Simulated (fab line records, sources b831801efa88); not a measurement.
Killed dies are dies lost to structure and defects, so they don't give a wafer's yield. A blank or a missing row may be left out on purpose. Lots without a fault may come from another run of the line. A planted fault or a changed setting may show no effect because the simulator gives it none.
Which tool did it? | flow sky130 | 6 lots, 18 wafers sampled, at 2 steps of a route of 708

WHAT THE GAUGES READ, wafer by wafer
SKY_METAL5_RS_MEAS_05: measures by four-point-probe.
lot  | measured     | on            | METAL5_ALCU_RS (ohm/sq)
L921 | day 44 17:53 | film_metro-03 | 0.02662 0.02653 0.02654
L925 | day 45 18:59 | film_metro-04 | 0.02706 0.02712 0.02712
L928 | day 46 12:32 | film_metro-02 | 0.02692 0.02694 0.02659
L930 | day 46 23:46 | film_metro-04 | 0.02674 0.02671 0.02664
L934 | day 47 19:31 | film_metro-02 | 0.02729 0.02671 0.02725
L939 | day 48 23:53 | film_metro-02 | 0.02676 0.0271 0.02733

WHICH TOOL RAN EACH LOT (tool, then ch and the chambers of the sampled wafers, then the start)
lot  | SKY_METAL5_SPUTTER_00
L921 | pvd_sputter-02, day 44 17:41
L925 | pvd_sputter-03, day 45 18:49
L928 | pvd_sputter-03, day 46 12:20
L930 | pvd_sputter-01, day 46 23:35
L934 | pvd_sputter-03, day 47 19:21
L939 | pvd_sputter-03, day 48 23:43
- SKY_METAL5_SPUTTER_00: material Ti, target thk 15 nm, time 10 s.

THE ANSWER, worked out from the rows above alone
Rule: what is usual is taken from the lots themselves. Put in order of their means at a reading, lots are off if they are a third of the lots or fewer, leave a main group of 4 or more, and stand apart from it by a gap of 3 or more times the standard deviation of the main group's means; of several such gaps the widest counts. A main group whose means are all the same, to the digits that the tables above print for the reading, isn't used. A lot without any number at a reading at which 4 lots or more have one is off too. The other lots that the step has rows for count as sound.
No lot is off at any reading shown: from this, nothing can be told.

WHAT THE SIMULATOR HAD PUT IN
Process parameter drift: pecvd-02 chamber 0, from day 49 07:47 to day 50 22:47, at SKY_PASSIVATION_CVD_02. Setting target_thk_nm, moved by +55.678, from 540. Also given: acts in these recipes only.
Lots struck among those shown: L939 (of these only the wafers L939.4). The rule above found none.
